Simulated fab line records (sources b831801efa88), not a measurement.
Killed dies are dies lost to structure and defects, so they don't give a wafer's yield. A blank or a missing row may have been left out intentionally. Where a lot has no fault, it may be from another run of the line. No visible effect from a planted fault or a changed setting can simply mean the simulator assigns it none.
fab line records + flow sky130
[record]
- lots = 12
- wafers = 36
- lastDay = 50
route steps=708 shown NWELL@78 VT_ADJUST_HVTP@95 VT_ADJUST_PCH@153 SONOS_TUNNEL@162 SONOS_ONO@169
lots that met no fault: from a run of the same line without faults
startH: the number of hours between the record's first day and the start of the first shown wafer of the lot + waitH: hours since the lot's step before + " unchanged from the row above + L1.1+2: several wafers, shown together as one row + - value missing, or start not given + * or withheld: withheld + < > ~ a bound
route shown NAME@n: NAME is a module with steps in the file, n the number in the route of the first one + usual: mean/standard deviation of fault-free wafers + same: alike in all rows + chamber/n: place in a boat + sites: the reading at each site + _std_site: how widely they spread, as a standard deviation + _edge_site: the outer-site mean with the inner-site mean subtracted + radiusMm: for every site, how far away it sits from the centre of the wafer + mask NAME#n: copy n + behind: the tool/chamber that last shaped the wafer + hold: what put the lot on hold/how long, in hours/how the hold closed + device: whichever transistor did not switch (one of n, p or np) + end of line: the route-end tests of the same wafers + a step without rows: its recipe alone + killed: count of dies lost to structure and defects at first sort (not the wafer's yield) + map: shows each die of a wafer: x if killed, . if not, _ if none is there
set.NAME: the setting that was run; set.NAME@STEP: the one run at that earlier step + model.NAME: the simulator's own value behind a step, which no gauge read
steps of the route over a sample of lots; a table a step, a row a wafer
services: from which hour (startH, from the record's first day; less than 0 if before it) a tool's chamber was out of use, for how many hours, and why
[[steps]]
[step SKY_NWELL_STRIP_25]
[recipe]
- chemistry = O2/N2
- powerW = 1400
- pressureMtorr = 1500
- platenTempC = withheld
- o2FlowSccm = 3000
- n2FlowSccm = 300
- overashFraction = 0.5
[usual]
- chamberPressureMTorr = 1499.8/1.4
- drypumpMotorCurrentA = 6.28/0.23
- oesProductAu = 0.722/0.0052
- stripTimeToEndpointS = 36.96/0.1
| lot.wafer | tool           | chamber | startH | waitH | chamberPressureMTorr | drypumpMotorCurrentA | oesProductAu | rfHoursCounterH | stripTimeToEndpointS |
|-----------|----------------|---------|--------|-------|----------------------|----------------------|--------------|-----------------|----------------------|
| L362.1    | plasmaAsher-02 | 1       | 108.26 | 0.1   | 1496.9               | 6.10                 | 0.713        | 43              | 37.04                |
| L362.3    | "              | 1       | "      | "     | 1501.0               | 6.09                 | 0.721        | -               | 37.13                |
| L362.5    | "              | 0       | "      | "     | 1501.4               | 6.71                 | 0.714        | -               | 37.11                |
| L363.1    | plasmaAsher-02 | 0       | 113.76 | 0.1   | -                    | -                    | -            | -               | -                    |
| L363.2    | "              | 1       | "      | "     | -                    | -                    | -            | -               | -                    |
| L363.3    | "              | 1       | "      | "     | -                    | -                    | -            | -               | -                    |
| L364.2    | plasmaAsher-02 | 0       | 120.21 | 0.1   | -                    | -                    | -            | -               | -                    |
| L364.3    | "              | 0       | "      | "     | -                    | -                    | -            | -               | -                    |
| L364.4    | "              | 1       | "      | "     | -                    | -                    | -            | -               | -                    |
| L365.2    | plasmaAsher-02 | 1       | 126.86 | 0.1   | -                    | -                    | -            | -               | -                    |
| L365.3    | "              | 0       | "      | "     | -                    | -                    | -            | -               | -                    |
| L365.5    | "              | 1       | "      | "     | -                    | -                    | -            | -               | -                    |
| L368.1    | plasmaAsher-03 | 1       | 143.16 | 0.1   | 1497.9               | 6.28                 | 0.728        | 34              | 37.05                |
| L368.3    | "              | 0       | "      | "     | 1501.4               | 6.24                 | 0.725        | -               | 37.08                |
| L368.4    | "              | 1       | "      | "     | 1498.7               | 6.25                 | 0.717        | -               | 37.22                |
| L373.2    | plasmaAsher-03 | 1       | 174.81 | 0.1   | 1500.5               | 6.28                 | 0.724        | 37              | 37.01                |
| L373.3    | "              | 1       | "      | "     | 1500.8               | 6.29                 | 0.717        | -               | 37.05                |
| L373.4    | "              | 0       | "      | "     | 1498.2               | 6.16                 | 0.722        | -               | 37.08                |
| L375.3    | plasmaAsher-03 | 1       | 192.95 | 0.1   | 1501.2               | 6.28                 | 0.719        | -               | 36.82                |
| L375.5    | "              | 0       | "      | "     | 1498.3               | 6.23                 | 0.718        | -               | 36.91                |
| L375.6    | "              | 1       | "      | "     | 1498.9               | 6.31                 | 0.721        | -               | 36.90                |
| L376.1    | plasmaAsher-01 | 1       | 194.16 | 0.1   | 1502.2               | 6.38                 | 0.715        | 7               | 36.82                |
| L376.3    | "              | 0       | "      | "     | 1499.4               | 6.02                 | 0.720        | -               | 36.75                |
| L376.6    | "              | 1       | "      | "     | 1497.8               | 6.35                 | 0.718        | -               | 36.91                |
| L379.1    | plasmaAsher-01 | 1       | 210.11 | 0.1   | 1498.5               | 6.36                 | 0.723        | 9               | 37.09                |
| L379.3    | "              | 0       | "      | "     | 1498.8               | 6.04                 | 0.721        | -               | 37.01                |
| L379.6    | "              | 0       | "      | "     | 1500.5               | 6.04                 | 0.720        | -               | 37.07                |
| L380.3    | plasmaAsher-03 | 0       | 219.34 | 0.1   | 1499.4               | 6.17                 | 0.724        | -               | 37.01                |
| L380.5    | "              | 0       | "      | "     | 1498.5               | 6.18                 | 0.724        | -               | 36.96                |
| L380.6    | "              | 1       | "      | "     | 1497.9               | 6.28                 | 0.724        | -               | 36.98                |
| L382.1    | plasmaAsher-01 | 0       | 231.71 | 0.1   | 1501.6               | 6.06                 | 0.717        | 11              | 36.86                |
| L382.5    | "              | 0       | "      | "     | 1498.8               | 6.06                 | 0.720        | -               | 36.87                |
| L382.6    | "              | 1       | "      | "     | 1501.2               | 6.36                 | 0.725        | -               | 36.85                |
| L384.1    | plasmaAsher-02 | 0       | 242.66 | 0.1   | 1499.7               | 6.68                 | 0.724        | 54              | 36.93                |
| L384.3    | "              | 1       | "      | "     | 1499.3               | 6.08                 | 0.717        | -               | 36.84                |
| L384.6    | "              | 0       | "      | "     | 1499.8               | 6.68                 | 0.738        | -               | 36.80                |
[step SKY_VT_ADJUST_HVTP_STRIP_10]
[recipe]
- chemistry = O2/N2
- powerW = 1400
- pressureMtorr = 1500
- platenTempC = withheld
- o2FlowSccm = 3000
- n2FlowSccm = 300
- overashFraction = 0.5
[usual]
- chamberPressureMTorr = 1500.0/1.3
- drypumpMotorCurrentA = 6.11/0.21
- oesProductAu = 0.716/0.0046
- stripTimeToEndpointS = 14.19/0.037
| lot.wafer | tool           | chamber | startH | waitH | chamberPressureMTorr | drypumpMotorCurrentA | oesProductAu | rfHoursCounterH | stripTimeToEndpointS |
|-----------|----------------|---------|--------|-------|----------------------|----------------------|--------------|-----------------|----------------------|
| L362.1    | plasmaAsher-04 | 1       | 127.57 | 0.1   | 1501.1               | 5.87                 | 0.720        | 42              | 14.26                |
| L362.3    | "              | 0       | "      | "     | 1497.0               | 5.74                 | 0.715        | -               | 14.19                |
| L362.5    | "              | 1       | "      | "     | 1499.9               | 5.87                 | 0.711        | -               | 14.18                |
| L363.1    | plasmaAsher-04 | 1       | 133.67 | 0.1   | 1499.2               | 5.88                 | 0.729        | 43              | 58.79                |
| L363.2    | "              | 0       | "      | "     | 1499.2               | 5.79                 | 0.727        | 43              | 58.85                |
| L363.3    | "              | 0       | "      | "     | 1498.6               | 5.74                 | 0.724        | -               | 58.95                |
| L364.2    | plasmaAsher-03 | 1       | 139.93 | 0.1   | 1501.3               | 6.30                 | 0.732        | 34              | 58.77                |
| L364.3    | "              | 0       | "      | "     | 1499.5               | 6.21                 | 0.729        | -               | 58.91                |
| L364.4    | "              | 1       | "      | "     | 1500.5               | 6.31                 | 0.740        | -               | 58.73                |
| L365.2    | plasmaAsher-01 | 1       | 146.83 | 0.1   | 1499.1               | 6.37                 | 0.728        | 2               | 58.80                |
| L365.3    | "              | 0       | "      | "     | 1498.5               | 6.01                 | 0.733        | -               | 58.74                |
| L365.5    | "              | 1       | "      | "     | 1500.0               | 6.37                 | 0.722        | -               | 58.94                |
| L368.1    | plasmaAsher-03 | 1       | 163.78 | 0.1   | 1499.9               | 6.30                 | 0.713        | 36              | 14.26                |
| L368.3    | "              | 0       | "      | "     | 1500.5               | 6.13                 | 0.716        | -               | 14.27                |
| L368.4    | "              | 1       | "      | "     | 1500.6               | 6.30                 | 0.712        | -               | 14.27                |
| L373.2    | plasmaAsher-03 | 1       | 196.73 | 0.1   | 1499.1               | 6.26                 | 0.722        | 39              | 14.27                |
| L373.3    | "              | 0       | "      | "     | 1497.4               | 6.20                 | 0.717        | -               | 14.26                |
| L373.4    | "              | 1       | "      | "     | 1500.5               | 6.27                 | 0.719        | -               | 14.20                |
| L375.3    | plasmaAsher-03 | 1       | 216.37 | 0.1   | 1500.4               | 6.27                 | 0.709        | -               | 14.22                |
| L375.5    | "              | 1       | "      | "     | 1498.6               | 6.30                 | 0.720        | -               | 14.21                |
| L375.6    | "              | 0       | "      | "     | 1498.6               | 6.19                 | 0.713        | -               | 14.22                |
| L376.1    | plasmaAsher-03 | 1       | 217.73 | 0.1   | 1499.2               | 6.29                 | 0.716        | 42              | 14.10                |
| L376.3    | "              | 1       | "      | "     | 1502.3               | 6.27                 | 0.722        | -               | 14.17                |
| L376.6    | "              | 1       | "      | "     | 1500.2               | 6.27                 | 0.721        | -               | 14.19                |
| L379.1    | plasmaAsher-03 | 0       | 234.08 | 0.1   | 1502.1               | 6.20                 | 0.716        | 44              | 14.20                |
| L379.3    | "              | 0       | "      | "     | 1499.4               | 6.20                 | 0.716        | -               | 14.20                |
| L379.6    | "              | 1       | "      | "     | 1500.8               | 6.28                 | 0.719        | -               | 14.14                |
| L380.3    | plasmaAsher-01 | 1       | 243.01 | 0.1   | 1496.4               | 6.37                 | 0.709        | -               | 14.21                |
| L380.5    | "              | 1       | "      | "     | 1499.6               | 6.36                 | 0.714        | -               | 14.20                |
| L380.6    | "              | 0       | "      | "     | 1498.0               | 6.03                 | 0.721        | -               | 14.23                |
| L382.1    | plasmaAsher-03 | 0       | 255.47 | 0.1   | 1502.3               | 6.23                 | 0.711        | 46              | 14.15                |
| L382.5    | "              | 0       | "      | "     | 1498.9               | 6.21                 | 0.718        | -               | 14.16                |
| L382.6    | "              | 1       | "      | "     | 1501.5               | 6.26                 | 0.715        | -               | 14.16                |
| L384.1    | plasmaAsher-01 | 0       | 266.63 | 0.1   | 1497.3               | 6.02                 | 0.713        | 15              | 14.16                |
| L384.3    | "              | 1       | "      | "     | 1500.6               | 6.36                 | 0.718        | -               | 14.20                |
| L384.6    | "              | 0       | "      | "     | 1501.0               | 6.02                 | 0.714        | -               | 14.15                |
[step SKY_VT_ADJUST_HVTP_TW_MEAS_11]
[usual]
- VT_ADJUST_HVTP_TW = 1360/16
| lot.wafer | tool         | chamber | startH | waitH | hold                    | VT_ADJUST_HVTP_TW |
|-----------|--------------|---------|--------|-------|-------------------------|-------------------|
| L362.1    | filmMetro-01 | -       | 127.67 | 0.1   | -                       | 1341              |
| L362.3    | "            | -       | "      | "     | -                       | 1339              |
| L362.5    | "            | -       | "      | "     | -                       | 1338              |
| L363.1    | filmMetro-02 | -       | 133.77 | 0.1   | awaitDispo/0.2h/release | 31                |
| L363.2    | "            | -       | "      | "     | awaitDispo/0.2h/release | 31                |
| L363.3    | "            | -       | "      | "     | awaitDispo/0.2h/release | 31                |
| L363.1    | filmMetro-02 | -       | 134.00 | 0.2   | -                       | 31                |
| L363.2    | "            | -       | "      | "     | -                       | 31                |
| L363.3    | "            | -       | "      | "     | -                       | 31                |
| L364.2    | filmMetro-03 | -       | 140.04 | 0.1   | awaitDispo/0.2h/release | 30                |
| L364.3    | "            | -       | "      | "     | awaitDispo/0.2h/release | 30                |
| L364.4    | "            | -       | "      | "     | awaitDispo/0.2h/release | 30                |
| L364.2    | filmMetro-03 | -       | 140.27 | 0.2   | -                       | 30                |
| L364.3    | "            | -       | "      | "     | -                       | 30                |
| L364.4    | "            | -       | "      | "     | -                       | 30                |
| L365.2    | filmMetro-03 | -       | 146.94 | 0.1   | awaitDispo/0.2h/release | 30                |
| L365.3    | "            | -       | "      | "     | awaitDispo/0.2h/release | 30                |
| L365.5    | "            | -       | "      | "     | awaitDispo/0.2h/release | 30                |
| L365.2    | filmMetro-03 | -       | 147.17 | 0.2   | -                       | 30                |
| L365.3    | "            | -       | "      | "     | -                       | 30                |
| L365.5    | "            | -       | "      | "     | -                       | 30                |
| L368.1    | filmMetro-01 | -       | 163.88 | 0.1   | -                       | 1340              |
| L368.3    | "            | -       | "      | "     | -                       | 1347              |
| L368.4    | "            | -       | "      | "     | -                       | 1345              |
| L373.2    | filmMetro-02 | -       | 196.84 | 0.1   | -                       | 1384              |
| L373.3    | "            | -       | "      | "     | -                       | 1372              |
| L373.4    | "            | -       | "      | "     | -                       | 1374              |
| L375.3    | filmMetro-03 | -       | 216.46 | 0.1   | -                       | 1353              |
| L375.5    | "            | -       | "      | "     | -                       | 1350              |
| L375.6    | "            | -       | "      | "     | -                       | 1344              |
| L376.1    | filmMetro-02 | -       | 217.83 | 0.1   | -                       | 1375              |
| L376.3    | "            | -       | "      | "     | -                       | 1378              |
| L376.6    | "            | -       | "      | "     | -                       | 1381              |
| L379.1    | filmMetro-01 | -       | 234.18 | 0.1   | -                       | 1347              |
| L379.3    | "            | -       | "      | "     | -                       | 1351              |
| L379.6    | "            | -       | "      | "     | -                       | 1347              |
| L380.3    | filmMetro-03 | -       | 243.09 | 0.1   | -                       | 1354              |
| L380.5    | "            | -       | "      | "     | -                       | 1359              |
| L380.6    | "            | -       | "      | "     | -                       | 1359              |
| L382.1    | filmMetro-01 | -       | 255.57 | 0.1   | -                       | 1342              |
| L382.5    | "            | -       | "      | "     | -                       | 1347              |
| L382.6    | "            | -       | "      | "     | -                       | 1341              |
| L384.1    | filmMetro-02 | -       | 266.73 | 0.1   | -                       | 1385              |
| L384.3    | "            | -       | "      | "     | -                       | 1386              |
| L384.6    | "            | -       | "      | "     | -                       | 1380              |
[step SKY_VT_ADJUST_PCH_TW_MEAS_10]
[usual]
- VT_ADJUST_PCH_TW = 143.6/2.4
| lot.wafer | tool         | chamber | startH | waitH | VT_ADJUST_PCH_TW |
|-----------|--------------|---------|--------|-------|------------------|
| L362.1    | filmMetro-01 | -       | 233.25 | 0.1   | 142.2            |
| L362.3    | "            | -       | "      | "     | 142.2            |
| L362.5    | "            | -       | "      | "     | 142.0            |
| L368.1    | filmMetro-03 | -       | 278.41 | 0.1   | 143.4            |
| L368.3    | "            | -       | "      | "     | 143.5            |
| L368.4    | "            | -       | "      | "     | 144.0            |
| L373.2    | filmMetro-01 | -       | 317.01 | 0.1   | 138.9            |
| L373.3    | "            | -       | "      | "     | 139.8            |
| L373.4    | "            | -       | "      | "     | 139.5            |
| L375.3    | filmMetro-01 | -       | 339.43 | 0.1   | 140.3            |
| L375.5    | "            | -       | "      | "     | 141.0            |
| L375.6    | "            | -       | "      | "     | 140.4            |
| L376.1    | filmMetro-02 | -       | 341.66 | 0.1   | 146.6            |
| L376.3    | "            | -       | "      | "     | 147.1            |
| L376.6    | "            | -       | "      | "     | 147.2            |
| L379.1    | filmMetro-03 | -       | 360.50 | 0.1   | 143.0            |
| L379.3    | "            | -       | "      | "     | 143.6            |
| L379.6    | "            | -       | "      | "     | 143.3            |
| L380.3    | filmMetro-01 | -       | 371.28 | 0.1   | 141.0            |
| L380.5    | "            | -       | "      | "     | 141.1            |
| L380.6    | "            | -       | "      | "     | 141.1            |
| L382.1    | filmMetro-03 | -       | 386.71 | 0.1   | 142.9            |
| L382.5    | "            | -       | "      | "     | 142.2            |
| L382.6    | "            | -       | "      | "     | 142.7            |
| L384.1    | filmMetro-02 | -       | 400.36 | 0.1   | 146.5            |
| L384.3    | "            | -       | "      | "     | 146.5            |
| L384.6    | "            | -       | "      | "     | 146.3            |
[step SKY_SONOS_TUNNEL_OVL_MEAS_08]
[usual]
- SONOS_TUNNEL_OVL = 0.7/1.4
| lot.wafer | tool       | chamber | startH | waitH | SONOS_TUNNEL_OVL[nm] |
|-----------|------------|---------|--------|-------|----------------------|
| L362.1    | overlay-01 | -       | 256.09 | 0.1   | -0.3                 |
| L362.3    | "          | -       | "      | "     | 0.2                  |
| L362.5    | "          | -       | "      | "     | -0.5                 |
| L368.1    | overlay-02 | -       | 302.99 | 0.1   | 1.1                  |
| L368.3    | "          | -       | "      | "     | -1.1                 |
| L368.4    | "          | -       | "      | "     | 2.2                  |
| L373.2    | overlay-02 | -       | 343.65 | 0.1   | 2.0                  |
| L373.3    | "          | -       | "      | "     | 1.6                  |
| L373.4    | "          | -       | "      | "     | 1.8                  |
| L375.3    | overlay-01 | -       | 366.55 | 0.1   | -1.1                 |
| L375.5    | "          | -       | "      | "     | 1.7                  |
| L375.6    | "          | -       | "      | "     | 2.0                  |
| L376.1    | overlay-01 | -       | 368.58 | 0.1   | 0.5                  |
| L376.3    | "          | -       | "      | "     | 2.3                  |
| L376.6    | "          | -       | "      | "     | 1.8                  |
| L379.1    | overlay-01 | -       | 389.14 | 0.1   | -0.1                 |
| L379.3    | "          | -       | "      | "     | 1.4                  |
| L379.6    | "          | -       | "      | "     | 0.6                  |
| L380.3    | overlay-02 | -       | 399.86 | 0.1   | 2.7                  |
| L380.5    | "          | -       | "      | "     | 2.7                  |
| L380.6    | "          | -       | "      | "     | 0.9                  |
| L382.1    | overlay-02 | -       | 416.69 | 0.1   | 2.5                  |
| L382.5    | "          | -       | "      | "     | 1.9                  |
| L382.6    | "          | -       | "      | "     | 2.6                  |
| L384.1    | overlay-02 | -       | 430.14 | 0.1   | 0.9                  |
| L384.3    | "          | -       | "      | "     | -0.2                 |
| L384.6    | "          | -       | "      | "     | 1.5                  |
[step SKY_SONOS_ONO_THK_MEAS_01]
[recipe]
- reads = SiO2_of_SONOS_ONO_OXIDATION_00
[usual]
- SONOS_ONO_OXIDATION_THK = 2.62/0.066
| lot.wafer | tool         | chamber | startH | waitH | SONOS_ONO_OXIDATION_THK[nm] |
|-----------|--------------|---------|--------|-------|-----------------------------|
| L362.1    | filmMetro-04 | -       | 258.98 | 0.0   | 2.50                        |
| L362.3    | "            | -       | "      | "     | 2.54                        |
| L362.5    | "            | -       | "      | "     | 2.54                        |
| L368.1    | filmMetro-03 | -       | 306.76 | 0.0   | 2.58                        |
| L368.3    | "            | -       | "      | "     | 2.68                        |
| L368.4    | "            | -       | "      | "     | 2.65                        |
| L373.2    | filmMetro-04 | -       | 347.04 | 0.0   | 2.75                        |
| L373.3    | "            | -       | "      | "     | 2.71                        |
| L373.4    | "            | -       | "      | "     | 2.65                        |
| L375.3    | filmMetro-01 | -       | 368.51 | 0.0   | 2.78                        |
| L375.5    | "            | -       | "      | "     | 2.68                        |
| L375.6    | "            | -       | "      | "     | 2.71                        |
| L376.1    | filmMetro-04 | -       | 371.37 | 0.0   | 2.73                        |
| L376.3    | "            | -       | "      | "     | 2.65                        |
| L376.6    | "            | -       | "      | "     | 2.60                        |
| L379.1    | filmMetro-01 | -       | 391.02 | 0.0   | 2.73                        |
| L379.3    | "            | -       | "      | "     | 2.68                        |
| L379.6    | "            | -       | "      | "     | 2.69                        |
| L380.3    | filmMetro-04 | -       | 401.82 | 0.0   | 2.50                        |
| L380.5    | "            | -       | "      | "     | 2.58                        |
| L380.6    | "            | -       | "      | "     | 2.51                        |
| L382.1    | filmMetro-01 | -       | 419.59 | 0.0   | 2.59                        |
| L382.5    | "            | -       | "      | "     | 2.60                        |
| L382.6    | "            | -       | "      | "     | 2.60                        |
| L384.1    | filmMetro-01 | -       | 432.01 | 0.0   | 2.63                        |
| L384.3    | "            | -       | "      | "     | 2.67                        |
| L384.6    | "            | -       | "      | "     | 2.70                        |
[[services]]
| tool           | chamber | startH | hours | kind      |
|----------------|---------|--------|-------|-----------|
| plasmaAsher-03 | -       | 105.21 | 3.5   | repair    |
| plasmaAsher-01 | -       | 108.78 | 9.0   | pm        |
| plasmaAsher-01 | 0       | 108.78 | 11.6  | ventCycle |
| plasmaAsher-01 | 1       | 108.78 | 11.6  | ventCycle |
| plasmaAsher-01 | -       | 114.84 | 5.5   | repair    |
| plasmaAsher-01 | 0       | 117.78 | -     | clean     |
| plasmaAsher-01 | 1       | 117.78 | -     | clean     |
| plasmaAsher-03 | -       | 134.10 | 2.8   | pm        |
| plasmaAsher-03 | -       | 168.86 | 1.6   | repair    |
| plasmaAsher-01 | -       | 183.32 | 2.7   | repair    |
| plasmaAsher-04 | -       | 203.69 | 4.0   | pm        |
| plasmaAsher-02 | -       | 204.16 | 15.6  | pm        |
| plasmaAsher-04 | -       | 217.50 | 3.7   | repair    |
| plasmaAsher-03 | -       | 226.50 | 2.6   | repair    |
| plasmaAsher-03 | -       | 232.62 | 1.0   | repair    |
| plasmaAsher-04 | -       | 263.57 | 15.6  | pm        |
[[key]]
[firstSign]
- step = SKY_NWELL_STRIP_25
- reading = toolRecord
- direction = missing
[effect]
- step = SKY_VT_ADJUST_HVTP_STRIP_10
- reading = stripTimeToEndpointS
- direction = up
- sigmas = 99+
- usual = *
- struck = *
[effect]
- step = SKY_VT_ADJUST_HVTP_TW_MEAS_11
- reading = visit
- direction = added
[effect]
- step = SKY_VT_ADJUST_HVTP_TW_MEAS_11
- reading = VT_ADJUST_HVTP_TW
- direction = down
- sigmas = 81
- usual = 1360
- struck = 30
metAt SKY_NWELL_STRIP_25
struckLots L363,L364,L365
scrappedBehind SKY_VT_ADJUST_HVTP_TW_MEAS_11 L363.1,L363.2,L363.3,L364.2,L364.3,L364.4,L365.2,L365.3,L365.5
notActingAt SKY_VT_ADJUST_PCH_TW_MEAS_10,SKY_SONOS_TUNNEL_OVL_MEAS_08,SKY_SONOS_ONO_THK_MEAS_01
onsetBetween 108.26 113.76
[fault]
- kind = skippedStepWhole
- tool = plasmaAsher-02
- chamber = -
- onsetH = 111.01
- steps = SKY_NWELL_STRIP_25
- scope = struckLotsOnly
